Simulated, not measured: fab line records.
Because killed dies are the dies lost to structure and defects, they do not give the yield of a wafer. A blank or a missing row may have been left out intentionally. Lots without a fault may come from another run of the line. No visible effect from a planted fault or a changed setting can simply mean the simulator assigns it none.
Which tool is to blame? :: flow sky130 :: Sampling: 12 lots, 36 wafers, 2 of 708 route steps

WHAT THE GAUGES READ, wafer by wafer
SKY_VT_ADJUST_HVTR_CD_MEAS_07: the cd target is 380 nm.
lot: L075
measured: day 9 19:18
on: cd sem-02
cd nm (nm): 380.4 379.9 380.1

lot: L077
measured: day 10 05:32
on: cd sem-02
cd nm (nm): 379.8 378.8 379.7

lot: L079
measured: day 10 23:47
on: cd sem-02
cd nm (nm): 385.4 382.9 386.7

lot: L081
measured: day 11 22:15
on: cd sem-02
cd nm (nm): 380.3 381.7 379.2

lot: L083
measured: day 12 02:26
on: cd sem-02
cd nm (nm): 376.4 375.9 377.8

lot: L085
measured: day 12 23:20
on: cd sem-01
cd nm (nm): 380.2 380.5 382.7

lot: L087
measured: day 13 16:17
on: cd sem-01
cd nm (nm): 378.2 379.8 377.0

lot: L089
measured: day 14 09:35
on: cd sem-01
cd nm (nm): 377.8 379.9 378.0

lot: L091
measured: day 14 16:01
on: cd sem-01
cd nm (nm): 381.9 380.8 382.7

lot: L093
measured: day 15 12:42
on: cd sem-02
cd nm (nm): 380.0 376.8 378.8

lot: L095
measured: day 16 03:42
on: cd sem-02
cd nm (nm): 383.0 382.6 379.2

lot: L097
measured: day 16 15:22
on: cd sem-02
cd nm (nm): 378.8 376.4 378.5

EACH LOT AND THE TOOL THAT RAN IT (in order: tool; ch and the chambers of the sampled wafers; start)
lot: L075
SKY_FIELD_ISO_ETCH_15: rie diel-04 ch 2,3, day 2 12:00

lot: L077
SKY_FIELD_ISO_ETCH_15: rie diel-04 ch 2,3, day 2 19:59

lot: L079
SKY_FIELD_ISO_ETCH_15: rie diel-02 ch 0,2,3, day 3 08:05

lot: L081
SKY_FIELD_ISO_ETCH_15: rie diel-03 ch 0,1,3, day 3 19:32

lot: L083
SKY_FIELD_ISO_ETCH_15: rie diel-04 ch 0,3, day 4 03:36

lot: L085
SKY_FIELD_ISO_ETCH_15: rie diel-04 ch 1,2, day 4 17:53

lot: L087
SKY_FIELD_ISO_ETCH_15: rie diel-04 ch 0,1, day 5 00:39

lot: L089
SKY_FIELD_ISO_ETCH_15: rie diel-04 ch 2,3, day 5 13:35

lot: L091
SKY_FIELD_ISO_ETCH_15: rie diel-03 ch 0,1, day 5 20:36

lot: L093
SKY_FIELD_ISO_ETCH_15: rie diel-04 ch 0,2,3, day 6 12:30

lot: L095
SKY_FIELD_ISO_ETCH_15: rie diel-03 ch 1,2,3, day 6 19:38

lot: L097
SKY_FIELD_ISO_ETCH_15: rie diel-02 ch 0,3, day 7 06:32
- SKY_FIELD_ISO_ETCH_15: etches the open film in CHF3/O2, stops on Si, target depth 180 nm, time 72 s.

THE ANSWER, worked out from the rows above alone
Rule: the usual values come from the lots themselves. The widest of any qualifying gaps counts: lots, ordered by their means at a reading, are off when they make up no more than a third of the lots, leave a main group of 4 or more, and stand apart from it by 3 or more times the standard deviation of that group's means. A main group is skipped when, at the precision printed for the reading in the tables above, its means are all equal. Also off: a lot with no number at a reading for which 4 or more lots have one. Where the step has rows for the other lots, those lots are counted as sound.
Across all readings shown, no lot is off: no conclusion can be drawn from this.

WHAT THE SIMULATOR HAD PUT IN
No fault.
